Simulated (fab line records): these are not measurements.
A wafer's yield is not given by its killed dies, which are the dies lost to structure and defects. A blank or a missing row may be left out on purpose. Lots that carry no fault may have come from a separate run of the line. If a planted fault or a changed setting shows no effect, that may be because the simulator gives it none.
Problem report in the 8D (eight disciplines) form, filled by code / flow gf180mcu / the parts of the form that need people (team, actions taken, sign-off) are left out

1. THE PROBLEM
Mean of biasW at GF_V4_ETCH_17: 1161 W across 9 wafers in 3 lots; on wafers with no fault it is 1200 W (standard deviation 4). Relative to the usual mean, that is a shift of -9.8 standard deviations.
The step: etches SiO2 in C4F8/O2/Ar, stops on TiN, target depth 630 nm.
Earliest sighting: wafer L501.1 on rieDiel-03 at day 28 08:00. At this step, 39 wafers from 14 lots have a number in the record. Rule for "out" (also "out of limits"): further than 4 standard deviations from the usual mean. All remaining wafers that have a number are taken as sound.

2. WHAT IT IS, AND WHAT IT ISN'T
question=which readings at this step | is=biasW | is not=chamberPressureMTorr
question=which lots | is=L501, L503, L504 | is not=L490, L491, L493, L494, L495, L496, L507, L508, L510, L511, L512
question=which wafers of those lots | is=all that have a number | is not=-
question=read on which tools | is=rieDiel-03 | is not=rieDiel-01, rieDiel-02
question=when | is=from day 28 08:00 | is not=up to then (17 sound wafers); but 13 sound wafers of L507, L508, L510, L511, L512 came after

3. THE SUSPECTS, EACH WITH WHAT RULES IT OUT
Counting: a tool at any process step up to the reading remains a suspect when it ran all the lots that are out and ran no sound lot after the first of those.
- pvdSputter-04 at GF_M4_SPUTTER_00 (material Ti, target thk 37.5 nm, time 150 s): ruled out as a lasting fault. After its first lot that is out, L501 (day 26 13:44), sound lots L507, L508, L510 ran on it.
- rieDiel-03 at GF_V4_ETCH_17 (etches SiO2 in C4F8/O2/Ar, stops on TiN, target depth 630 nm): kept. All lots that are out passed through it, beginning with L501 at day 28 08:00, and no sound lot followed; its final sound lot before that point was L490 at day 24 10:00. Its own readings are out on those wafers: biasW.
After counting, what remains is rieDiel-03 at GF_V4_ETCH_17.

4. THE CAUSE (what the simulator had put in)
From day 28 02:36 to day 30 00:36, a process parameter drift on rieDiel-03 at GF_V4_ETCH_17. A move of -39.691 in setting biasW, from 1200. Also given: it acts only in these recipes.
The count eliminated every tool but this one.

5. SEQUENCE OF EFFECTS, ordered by route
One row per reading whose mean, taken over the struck wafers that have a number, lies over 3 standard deviations from the usual. Only readings for which the record gives a usual standard deviation are gone through. hours: the time from each lot's start at the first step in this table that gives one to its start at this step, as a median over the lots. sigmas: the change in usual standard deviations.
hours=0; step=GF_V4_ETCH_17; reading=biasW; usual=1200 W; on struck wafers=1161; change=-39; sigmas=-9.8
It contains these process steps:
- GF_V4_ETCH_17: etches SiO2 in C4F8/O2/Ar, stops on TiN, target depth 630 nm.

6. WHAT WOULD HAVE CAUGHT IT SOONER
First out-of-limits reading in this record: day 28 08:00, which is 5 hours after fault onset at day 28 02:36.
